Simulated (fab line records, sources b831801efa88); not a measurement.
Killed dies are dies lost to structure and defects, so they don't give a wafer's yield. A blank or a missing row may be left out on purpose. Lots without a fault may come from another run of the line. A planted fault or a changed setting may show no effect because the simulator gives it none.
Which tool did it? | flow gf180mcu | 13 lots, 39 wafers sampled, at 3 steps of a route of 602

WHAT THE GAUGES READ, wafer by wafer
GF_M5_OVL_MEAS_08.
lot  | measured     | on         | M5_OVL (nm)
L775 | day 26 05:16 | overlay-02 | 13 4 2
L776 | day 26 12:06 | overlay-02 | 13 19 9
L778 | day 27 04:03 | overlay-02 | 11 7 14
L779 | day 27 14:42 | overlay-01 | 0 8 7
L780 | day 27 23:51 | overlay-01 | 2 8 -1
L781 | day 28 03:33 | overlay-02 | -1 -7 -3
L783 | day 28 23:45 | overlay-02 | 4 13 7
L784 | day 29 07:05 | overlay-02 | -4 -8 -5
L786 | day 29 19:27 | overlay-02 | 8 13 10
L792 | day 31 12:43 | overlay-01 | -2 1 1
L794 | day 31 19:09 | overlay-02 | -5 4 -3
L795 | day 32 02:43 | overlay-01 | 16 8 5
L796 | day 32 07:11 | overlay-02 | 1 12 1

GF_V5_THK_MEAS_01.
lot  | measured     | on            | V5_CVD_00_THK (nm)
L775 | day 26 06:02 | film_metro-02 | 300 300 301
L776 | day 26 12:51 | film_metro-02 | 302 302 299
L778 | day 27 04:48 | film_metro-04 | 294 291 294
L779 | day 27 15:28 | film_metro-02 | 303 303 302
L780 | day 28 00:36 | film_metro-01 | 299 297 295
L781 | day 28 04:19 | film_metro-01 | 295 296 302
L783 | day 29 00:31 | film_metro-02 | 302 288 295
L784 | day 29 07:50 | film_metro-04 | 302 302 297
L786 | day 29 20:15 | film_metro-02 | 298 295 298
L792 | day 31 13:29 | film_metro-01 | 300 301 301
L794 | day 31 19:55 | film_metro-04 | 297 290 293
L795 | day 32 03:29 | film_metro-04 | 288 287 290
L796 | day 32 07:57 | film_metro-02 | 302 299 302

WHICH TOOL RAN EACH LOT (tool, then ch and the chambers of the sampled wafers, then the start)
lot  | GF_M1_SPUTTER_00
L775 | pvd_sputter-04, day 16 02:36
L776 | pvd_sputter-04, day 16 09:29
L778 | pvd_sputter-04, day 17 03:17
L779 | pvd_sputter-03, day 17 15:22
L780 | pvd_sputter-03, day 18 01:23
L781 | pvd_sputter-04, day 18 06:38
L783 | pvd_sputter-02, day 19 07:17
L784 | pvd_sputter-02, day 19 15:38
L786 | pvd_sputter-02, day 20 07:45
L792 | pvd_sputter-04, day 22 13:55
L794 | pvd_sputter-04, day 22 23:30
L795 | pvd_sputter-03, day 23 09:28
L796 | pvd_sputter-03, day 23 15:20
- GF_M1_SPUTTER_00: material Ti, target thk 37.5 nm, time 150 s.

WHAT THE TOOLS THEMSELVES READ (means of the sampled wafers that have a number; where no wafer has one, the mark that the record gives instead)
GF_M1_SPUTTER_00.
lot  | tool           | throttle_valve_pct (%)
L775 | pvd_sputter-04 | 30.3
L776 | pvd_sputter-04 | 30.4
L778 | pvd_sputter-04 | 29.8
L779 | pvd_sputter-03 | 29.8
L780 | pvd_sputter-03 | 29.9
L781 | pvd_sputter-04 | 30.2
L783 | pvd_sputter-02 | 29.8
L784 | pvd_sputter-02 | 30.3
L786 | pvd_sputter-02 | 29.2
L792 | pvd_sputter-04 | 30.2
L794 | pvd_sputter-04 | 29.9
L795 | pvd_sputter-03 | 30.1
L796 | pvd_sputter-03 | 30.6

THE ANSWER, worked out from the rows above alone
Rule: what is usual is taken from the lots themselves. Put in order of their means at a reading, lots are off if they are a third of the lots or fewer, leave a main group of 4 or more, and stand apart from it by a gap of 3 or more times the standard deviation of the main group's means; of several such gaps the widest counts. A main group whose means are all the same, to the digits that the tables above print for the reading, isn't used. A lot without any number at a reading at which 4 lots or more have one is off too. The other lots that the step has rows for count as sound. The gauges are gone through in route order, then the tools' own readings, and for those a lot's mean is taken as printed above. The first step at which some lot is off is used, and at that step the reading that is off furthest; a lot without a number counts as furthest.
No lot is off at any reading shown: from this, nothing can be told.

WHAT THE SIMULATOR HAD PUT IN
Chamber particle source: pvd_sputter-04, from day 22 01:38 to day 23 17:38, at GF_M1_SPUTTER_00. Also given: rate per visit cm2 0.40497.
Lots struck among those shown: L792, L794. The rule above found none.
